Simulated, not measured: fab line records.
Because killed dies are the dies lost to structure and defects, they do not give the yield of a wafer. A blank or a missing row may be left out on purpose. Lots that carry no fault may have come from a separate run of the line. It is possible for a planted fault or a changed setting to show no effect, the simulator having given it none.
Which of the tools did it? + flow sky130 + 6 lots, 18 wafers sampled, at 2 steps of a route of 708

== WHAT THE GAUGES READ, wafer by wafer ==
SKY_VIA4_RS_MEAS_19: uses a four-point probe to measure.
| lot  | measured     | on            | VIA4_W_RS (ohm/sq) |
|------|--------------|---------------|--------------------|
| L525 | day 42 14:05 | film metro-04 | 0.229 0.226 0.227  |
| L528 | day 43 19:08 | film metro-04 | 0.229 0.229 0.230  |
| L531 | day 44 09:28 | film metro-01 | 0.232 0.234 0.236  |
| L532 | day 44 17:13 | film metro-04 | 0.227 0.223 0.225  |
| L534 | day 45 07:31 | film metro-04 | 0.223 0.226 0.227  |
| L547 | day 48 11:32 | film metro-01 | 0.229 0.230 0.227  |

== WHICH TOOL RAN EACH LOT (tool, then ch and the chambers of the sampled wafers, then the start) ==
| lot  | SKY_LI_CONTACT_HDPCVD_00         |
|------|----------------------------------|
| L525 | hdpcvd-02 ch 0,2, day 27 15:26   |
| L528 | hdpcvd-02 ch 0,1,2, day 29 04:53 |
| L531 | hdpcvd-01 ch 0,1,2, day 30 00:35 |
| L532 | hdpcvd-02 ch 1,2, day 30 09:38   |
| L534 | hdpcvd-02 ch 0,1, day 31 01:14   |
| L547 | hdpcvd-02 ch 0,2, day 35 05:17   |
- SKY_LI_CONTACT_HDPCVD_00: deposits PSG, target thk 930 nm, time 155 s.

== THE ANSWER, worked out from the rows above alone ==
Rule: the lots themselves supply what counts as usual. Put in order of their means at a reading, lots are off if they are a third of the lots or fewer, leave a main group of 4 or more, and stand apart from it by a gap of 3 or more times the standard deviation of the main group's means; of several such gaps the widest counts. The tables above print the reading to a certain number of digits; a main group whose means all agree to those digits is not used. A lot without any number at a reading at which 4 lots or more have one is off too. The other lots that the step has rows for count as sound.
No lot is off at any reading shown: from this, nothing can be told.

== WHAT WAS PUT IN BY THE SIMULATOR ==
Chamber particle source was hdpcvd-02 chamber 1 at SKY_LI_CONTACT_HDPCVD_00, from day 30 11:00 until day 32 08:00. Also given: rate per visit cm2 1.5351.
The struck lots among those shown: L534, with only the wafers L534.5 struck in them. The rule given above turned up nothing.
